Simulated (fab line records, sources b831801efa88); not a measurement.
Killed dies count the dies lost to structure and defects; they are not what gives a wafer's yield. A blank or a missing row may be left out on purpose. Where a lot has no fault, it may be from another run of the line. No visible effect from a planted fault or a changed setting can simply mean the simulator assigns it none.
The same fault as seen by 2 desks || flow sky130 || each desk has only its own numbers; what lay behind them comes last

== FROM THE METROLOGY DESK ==
Means of the sampled wafers that have a number, per lot and without regard to the tool the lot ran on: this is what the gauges read. If a lot's mean is further than 4 standard deviations from the usual mean, the lot is out of limits and carries the mark OUT (the distance appears in the brackets).
Columns: A = cdNm at SKY_FIELD_ISO_CD_MEAS_13, usual 149.8 nm; B = FIELD_ISO_OXIDATION_01_THK at SKY_FIELD_ISO_THK_MEAS_23, usual 10.02 nm; C = FIELD_ISO_CVD_24_THK at SKY_FIELD_ISO_THK_MEAS_25, usual 594 nm
{"lot": "L251", "first seen here": "day 2 10:55", "A": 150.1, "B": 10.12, "C": 589}
{"lot": "L256", "first seen here": "day 3 13:08", "A": 150.3, "B": 9.94, "C": 596}
{"lot": "L262", "first seen here": "day 4 22:28", "A": 154.4, "B": 9.97, "C": 597}
{"lot": "L269", "first seen here": "day 6 10:41", "A": 148.5, "B": 10.02, "C": 585}
{"lot": "L271", "first seen here": "day 6 19:43", "A": 150.1, "B": 10.05, "C": 588}
{"lot": "L272", "first seen here": "day 7 01:05", "A": 150.5, "B": 9.81, "C": 593}
Finding of this desk: none of the 6 lots has anything out of limits.

== DESK OF THE TOOL OWNER: wetBench-04 ==
The tool's own readings at SKY_FIELD_ISO_WET_ETCH_18 (etches Si3N4 in H3PO4, target depth 25 nm, time 286 s): means of the sampled wafers that have a number, for each lot that ran on this tool. If a lot's mean is further than 4 standard deviations from the usual mean, the lot is out of limits and carries the mark OUT (the distance appears in the brackets).
Columns: A = runLengthS at SKY_FIELD_ISO_WET_ETCH_18, usual 313.3 s
{"lot": "L251", "first seen here": "day 2 11:17", "A": 313.4}
{"lot": "L269", "first seen here": "day 6 11:02", "A": "488.1 (+65) OUT"}
{"lot": "L272", "first seen here": "day 7 01:26", "A": "488.5 (+65) OUT"}
This desk's finding: out of limits on L269, L272; first on L269, day 6 11:02 (runLengthS at SKY_FIELD_ISO_WET_ETCH_18). Within limits: L251.

== PUT TOGETHER ==
At day 6 11:02, on L269, L272, the tool owner's desk was in a position to raise an alarm.
The metrology desk saw nothing out of limits.
The metrology desk has L269, L272 on record, within its limits.
Of the lots named, all ran SKY_FIELD_ISO_WET_ETCH_18 on wetBench-04.

== WHAT THE SIMULATOR PUT IN ==
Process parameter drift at SKY_FIELD_ISO_WET_ETCH_18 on wetBench-04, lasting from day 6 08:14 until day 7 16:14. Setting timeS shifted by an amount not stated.
Struck lots among those shown: L269, L272.
How many hours passed from the start of the fault until each desk's first out-of-limits reading: the tool owner's desk, 3.
